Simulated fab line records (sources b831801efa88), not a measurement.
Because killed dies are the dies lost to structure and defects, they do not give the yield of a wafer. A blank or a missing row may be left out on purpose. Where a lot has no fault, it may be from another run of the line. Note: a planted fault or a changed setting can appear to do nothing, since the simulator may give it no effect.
Comparing a struck lot with a sound one + flow gf180mcu + 14 out of 602 route steps
Sound: these wafers, L802.1, L802.3, L802.4. The struck wafers were L808.1, L808.3, L808.4. Last of all comes the cause.
At each step with rows: each side's tool, then ch and its chambers, then its first start. Under that, the readings that differ: sound wafers + struck wafers + difference of the means + sigmas: that difference in standard deviations of wafers without a fault.
alike: words and numbers the same on both sides, and readings whose means are apart by under 2 such deviations; not compared: readings that were withheld, readings missing a value for some wafer, numbers with overlapping values and no deviation given by the record, and bounds like >300 which may hide the same value.
A row with sigmas, a row that says differs or no value, or rows on one side alone: a step with any of these is where the two part. When numbers do not overlap yet have no deviation, they are printed without sigmas and do not part them. Lack of a reading on every wafer of one side parts them only where that side has two or more wafers.

first, 5 steps without rows for these wafers: GF_V4_COAT_09 (resist thk 1000 nm); GF_V4_SOFTBAKE_10 (time 60 s); GF_V4_EXPOSE_11 (exposes mask Via4, target cd 260 nm); GF_V4_PEB_12 (peb time 90 s); GF_V4_DEVELOP_13 (develop time 60 s).
GF_V4_CD_MEAS_14 targets a cd of 260 nm.
  sound on cd sem-01, day 24 07:06; struck on cd sem-02, day 26 10:49
  alike: cd nm
GF_V4_OVL_MEAS_15:
  sound on overlay-02, day 24 07:13; struck on overlay-02, day 26 10:56
| reading     | sound | struck      | difference | sigmas |
|-------------|-------|-------------|------------|--------|
| V4_OVL (nm) | 4 3 5 | -12 -15 -11 | -17        | -2     |
GF_V4_ETCH_16: etches BARC in N2/H2.
  sound on rie diel-04 ch 0,1,2, day 24 07:16; struck on rie diel-01 ch 0,1,3, day 26 10:58
  alike: drypump motor current A, h2 flow sccm, oes product au, throttle valve pct
GF_V4_ETCH_17: etches SiO2 in C4F8/O2/Ar, stops on TiN, target depth 630 nm.
  sound: rie diel-04 ch 0,1,2; struck: rie diel-01 ch 0,1,3
  alike: oes product au
GF_V4_STRIP_18: strips in O2/N2.
  sound on plasma asher-04 ch 0,1, day 24 07:23; struck on plasma asher-01 ch 0,1, day 26 11:06
  alike: drypump motor current A, heater power w, oes product au
  not compared: rf hours counter h
then, 2 steps without rows for these wafers: GF_V4_STRIP_19 (strips in post etch residue remover, time 1200 s); GF_V4_CLEAN_20 (cleans in DIW).
GF_V4_SPUTTER_21: material Ti, target thk 15 nm, time 80.02 s.
  sound on pvd sputter-01, day 24 07:55; struck on pvd sputter-01, day 26 11:38
  no value came back on the struck wafers for cathode dc power W (W), chamber pressure pa (Pa), throttle valve pct (%); on the sound wafers cathode dc power W (W) reads 2500.5 2499.7 2499.7
GF_V4_SPUTTER_22: material TiN, target thk 10 nm, time 40 s.
  sound on pvd sputter-01, day 24 07:59; struck on pvd sputter-01, day 26 11:41
  alike: cathode dc power W, chamber pressure pa, throttle valve pct

## WHERE THEY PART
At GF_V4_OVL_MEAS_15 first; at GF_V4_SPUTTER_21 last (within this record only). Later steps at which nothing parts them and some readings are alike: GF_V4_SPUTTER_22.

WHY: what the simulator had put in
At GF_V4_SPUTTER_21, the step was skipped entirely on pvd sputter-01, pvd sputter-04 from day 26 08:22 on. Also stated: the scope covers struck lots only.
